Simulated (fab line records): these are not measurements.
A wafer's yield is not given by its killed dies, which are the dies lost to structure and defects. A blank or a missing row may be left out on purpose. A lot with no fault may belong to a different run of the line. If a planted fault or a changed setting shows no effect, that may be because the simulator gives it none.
Which tool is to blame? + flow sky130 + 14 lots (42 wafers sampled), 1 step of a 708-step route

## WHAT THE GAUGES READ, wafer by wafer
The record lacks any reading of a measuring or inspecting step that a usual standard deviation could be used to judge.

## TOOL THAT RAN EACH LOT (tool first, then ch and the chambers of the sampled wafers, then the start)
| lot  | SKY_FIELD_ISO_CVD_03       |
|------|----------------------------|
| L136 | lpcvd-02 ch 0, day 1 13:05 |
| L138 | lpcvd-02 ch 1, day 2 01:31 |
| L140 | lpcvd-02 ch 0, day 2 09:25 |
| L141 | lpcvd-02 ch 0, day 2 13:46 |
| L142 | lpcvd-02 ch 0, day 2 18:26 |
| L143 | lpcvd-02 ch 0, day 2 22:41 |
| L146 | lpcvd-02 ch 0, day 3 14:28 |
| L147 | lpcvd-02 ch 1, day 3 19:19 |
| L153 | lpcvd-02 ch 1, day 5 01:22 |
| L154 | lpcvd-02 ch 1, day 5 07:52 |
| L155 | lpcvd-02 ch 0, day 5 11:01 |
| L156 | lpcvd-02 ch 0, day 5 18:33 |
| L158 | lpcvd-02 ch 1, day 6 04:21 |
| L159 | lpcvd-02 ch 1, day 6 08:40 |
- SKY_FIELD_ISO_CVD_03: deposits Si3N4 from DCS/NH3, target thk 165 nm, time 2830 s.

## WHAT THE TOOLS THEMSELVES READ (means of the sampled wafers that have a number; where no wafer has one, the mark that the record gives instead)
SKY_FIELD_ISO_CVD_03. Usual: pressure mtorr 250.1 mTorr, standard deviation 0.47; spike tc bottom C 789.1 C, standard deviation 1.6.
| lot  | tool     | pressure mtorr (mTorr) | spike tc bottom C (C) | flag |
|------|----------|------------------------|-----------------------|------|
| L136 | lpcvd-02 | 250.1                  | 789.6                 |      |
| L138 | lpcvd-02 | 250.2                  | 787.7                 |      |
| L140 | lpcvd-02 | 249.8                  | 791.0                 |      |
| L141 | lpcvd-02 | 250.0                  | 790.2                 |      |
| L142 | lpcvd-02 | 249.6                  | 789.7                 |      |
| L143 | lpcvd-02 | 249.8                  | 790.2                 |      |
| L146 | lpcvd-02 | -                      | -                     | OFF  |
| L147 | lpcvd-02 | -                      | -                     | OFF  |
| L153 | lpcvd-02 | 250.7                  | 787.7                 |      |
| L154 | lpcvd-02 | 250.5                  | 789.0                 |      |
| L155 | lpcvd-02 | 250.2                  | 789.9                 |      |
| L156 | lpcvd-02 | 250.1                  | 790.1                 |      |
| L158 | lpcvd-02 | 250.1                  | 787.7                 |      |
| L159 | lpcvd-02 | 250.3                  | 788.2                 |      |

## THE ANSWER, worked out from the rows above alone
Rule: a lot counts as off when the mean over its wafers that have a number is more than 3 standard deviations away from the usual mean. A lot without any number at a reading at which 4 lots or more have one is off too. All remaining lots with rows at the step are treated as sound. The gauges are gone through in route order, then the tools' own readings, and for those a lot's mean is taken as printed above. The first step at which some lot is off is used, and at that step the reading that is off furthest; a lot without a number counts as furthest.
Off, at SKY_FIELD_ISO_CVD_03 on pressure mtorr: L146, L147. Without a number there: L146, L147.
If a tool, at that step or one of the process steps before it, ran each lot that is off and ran no sound lot following the first of them, it fits. Not one of the candidates tried fits.

## WHAT THE SIMULATOR PUT IN
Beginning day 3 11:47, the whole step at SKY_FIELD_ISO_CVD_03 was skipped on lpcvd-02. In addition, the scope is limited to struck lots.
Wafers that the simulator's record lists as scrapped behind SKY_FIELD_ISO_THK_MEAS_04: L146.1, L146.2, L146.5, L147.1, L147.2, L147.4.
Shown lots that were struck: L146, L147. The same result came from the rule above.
